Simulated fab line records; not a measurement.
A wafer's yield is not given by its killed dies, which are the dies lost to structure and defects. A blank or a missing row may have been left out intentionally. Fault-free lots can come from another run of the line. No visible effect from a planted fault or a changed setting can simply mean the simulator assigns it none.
Code-filled problem report in 8D (eight disciplines) form	flow gf180mcu	the parts of the form that need people (team, actions taken, sign-off) are left out

## 1. WHAT IS WRONG
At GF_V2_CD_MEAS_14, cd_nm averages 241.1 nm over 6 wafers from 2 lots, while fault-free wafers read 260.3 nm, standard deviation 1.6. Measured from the usual mean, that is -12 standard deviations.
The step: target cd 260 nm.
Seen first at day 25 13:59 on cd_sem-01, wafer L422.2. At this step, 36 wafers from 12 lots have a number in the record. Rule for "out" (also "out of limits"): further than 4 standard deviations from the usual mean. All remaining wafers that have a number are taken as sound.

## 2. WHAT IT IS AND WHAT IT IS NOT
question	is	is not
which readings at this step	cd_nm	-
which lots	L422, L423	L406, L408, L409, L410, L413, L414, L426, L427, L428, L429
which wafers of those lots	all that have a number	-
read on which gauges	cd_sem-01	cd_sem-02
when	from day 25 13:59	up to then (18 sound wafers); but 12 sound wafers of L426, L427, L428, L429 came after

## 3. WHAT RULES OUT EACH SUSPECT
Counting: any tool at a process step up to the reading is kept as a suspect provided that every lot that is out went through it and no sound lot did after the first of them.
- ruled out: the gauge at GF_V2_CD_MEAS_14. All the wafers that are out were read on cd_sem-01, but those of them that GF_V2_EXPOSE_11 has rows for are out there too, on other tools.
- krf_scanner-01 at GF_V2_EXPOSE_11 (exposes mask Via2, target cd 260 nm): kept. It ran every lot that is out, first L422 (day 25 03:54), and no sound lot after that; its last sound lot up to then is L414 (day 22 20:49). On those wafers its own readings are out: exposure_dose_mJ_cm2.
Remaining after the count: krf_scanner-01 at GF_V2_EXPOSE_11.

## 4. THE CAUSE (what the simulator had put in)
Drift in process parameters on krf_scanner-01 at GF_V2_EXPOSE_11, starting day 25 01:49. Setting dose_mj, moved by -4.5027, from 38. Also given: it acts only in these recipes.
After counting, this tool was the only one left.

## 5. SEQUENCE OF EFFECTS, ordered by route
Rows list readings where the struck wafers' mean (over those with a number) sits beyond 3 standard deviations from the usual. Scope: only readings with a usual standard deviation given in the record; hours: median across lots of the time from each lot's start at the first step in this table that gives one to its start at this step; sigmas: change in usual standard deviations.
hours	step	reading	usual	on struck wafers	change	sigmas
0	GF_V2_EXPOSE_11	exposure_dose_mJ_cm2	37.90	33.47	-4.43	-44
10	GF_V2_CD_MEAS_14	cd_nm	260.3 nm	241.1	-19.2	-12
Process steps it contains:
- GF_V2_EXPOSE_11: exposes mask Via2, target cd 260 nm.

## 6. WHAT WOULD HAVE CAUGHT IT SOONER
Counted from the fault's start at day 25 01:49, it took 12 hours until the first out-of-limits reading at a measuring or inspecting step in this record, taken at day 25 13:59.
Tool's own readings at GF_V2_EXPOSE_11, exposure_dose_mJ_cm2: out on all struck wafers the step has rows for; an alarm limit on them would have tripped on the first.
The start of GF_V2_EXPOSE_11 on krf_scanner-01 came by day 25 13:59 for every one of the lots that are out (2). Holding the tool at that point would not have protected any of them.
